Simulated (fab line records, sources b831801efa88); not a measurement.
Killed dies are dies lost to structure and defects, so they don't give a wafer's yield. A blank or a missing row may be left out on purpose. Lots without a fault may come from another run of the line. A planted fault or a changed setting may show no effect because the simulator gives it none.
Tool commonality check | flow gf180mcu | 13 lots, 39 wafers sampled

WHY IT WAS OPENED
At GF_PSD_RS_MEAS_14 the reading NSD_RS is flagged on 2 of 13 lots. Wafers without a fault read 45.94 ohm/sq, standard deviation 0.074.
Rule: a lot is flagged when every wafer of it that has a number lies more than 4 standard deviations from that mean, or none has a number. The other lots count as sound.

lot  | measured     | on            | NSD_RS (ohm/sq), wafer by wafer | flag
L782 | day 15 22:03 | film_metro-03 | 46.07 46.00 46.01               |
L783 | day 16 10:28 | film_metro-01 | 45.88 45.90 45.88               |
L784 | day 16 17:02 | film_metro-04 | 46.05 45.97 45.94               |
L785 | day 17 02:01 | film_metro-04 | 46.12 45.97 46.08               |
L787 | day 17 18:19 | film_metro-01 | 45.81 45.99 45.98               |
L788 | day 18 00:56 | film_metro-01 | 45.96 45.98 45.88               |
L792 | day 19 14:19 | film_metro-04 | 48.63 48.67 48.75               | FLAGGED
L793 | day 19 19:31 | film_metro-01 | 45.91 45.90 45.87               |
L794 | day 20 01:33 | film_metro-03 | 48.60 48.65 48.64               | FLAGGED
L796 | day 20 23:08 | film_metro-03 | 45.97 45.92 45.88               |
L797 | day 21 04:50 | film_metro-03 | 45.99 45.90 45.89               |
L804 | day 23 08:49 | film_metro-04 | 45.92 45.92 45.93               |
L805 | day 23 14:29 | film_metro-04 | 46.12 45.98 45.96               |
The numbers of the flagged lots are 48.66 ohm/sq on average: +2.72 ohm/sq against the usual, or +37 standard deviations.

WHICH TOOL RAN EACH LOT
The record holds 1 process step before the reading, out of a route of 602 steps. In each cell: the tool, then ch and the chambers that the sampled wafers went through, then the start.
lot  | flag    | GF_PSD_RTA_13
L782 |         | rtp_anneal-01 ch 0, day 15 21:58
L783 |         | rtp_anneal-02 ch 0, day 16 10:22
L784 |         | rtp_anneal-02 ch 0, day 16 16:56
L785 |         | rtp_anneal-01 ch 0, day 17 01:56
L787 |         | rtp_anneal-01 ch 0, day 17 18:14
L788 |         | rtp_anneal-02 ch 0, day 18 00:51
L792 | FLAGGED | rtp_anneal-01 ch 0, day 19 14:13
L793 |         | rtp_anneal-02 ch 0, day 19 19:26
L794 | FLAGGED | rtp_anneal-01 ch 0, day 20 01:28
L796 |         | rtp_anneal-02 ch 0, day 20 23:03
L797 |         | rtp_anneal-02 ch 0, day 21 04:45
L804 |         | rtp_anneal-02 ch 0, day 23 08:44
L805 |         | rtp_anneal-01 ch 0, day 23 14:23
What these steps do:
- GF_PSD_RTA_13: time 20 s.
- GF_PSD_RS_MEAS_14: measures by four-point-probe.

FLAGGED OVER TOTAL, TOOL BY TOOL (the gauges that took the reading come last)
step              | tool          | lots run | flagged | share of the flagged lots | sound lots run after its first flagged lot
GF_PSD_RTA_13     | rtp_anneal-01 | 6        | 2       | all                       | 1 (L805)
GF_PSD_RTA_13     | rtp_anneal-02 | 7        | 0       | none                      | -
GF_PSD_RS_MEAS_14 | film_metro-01 | 4        | 0       | none                      | -
GF_PSD_RS_MEAS_14 | film_metro-03 | 4        | 1       | some                      | 2 (L796,L797)
GF_PSD_RS_MEAS_14 | film_metro-04 | 5        | 1       | some                      | 2 (L804,L805)

WHAT THE TABLE ALLOWS
1 row of the table ran every flagged lot: rtp_anneal-01 at GF_PSD_RTA_13.
- rtp_anneal-01 at GF_PSD_RTA_13: 2 of its 6 lots flagged. Sound lots ran on it after the first flagged one (L805), which a lasting fault on the whole tool wouldn't allow. Its own readings lie more than 4 standard deviations out on every wafer of the flagged lots: wafer_temp_C_max.
No row of the table ran every flagged lot and no sound lot after the first.

WHAT THE SIMULATOR HAD PUT IN
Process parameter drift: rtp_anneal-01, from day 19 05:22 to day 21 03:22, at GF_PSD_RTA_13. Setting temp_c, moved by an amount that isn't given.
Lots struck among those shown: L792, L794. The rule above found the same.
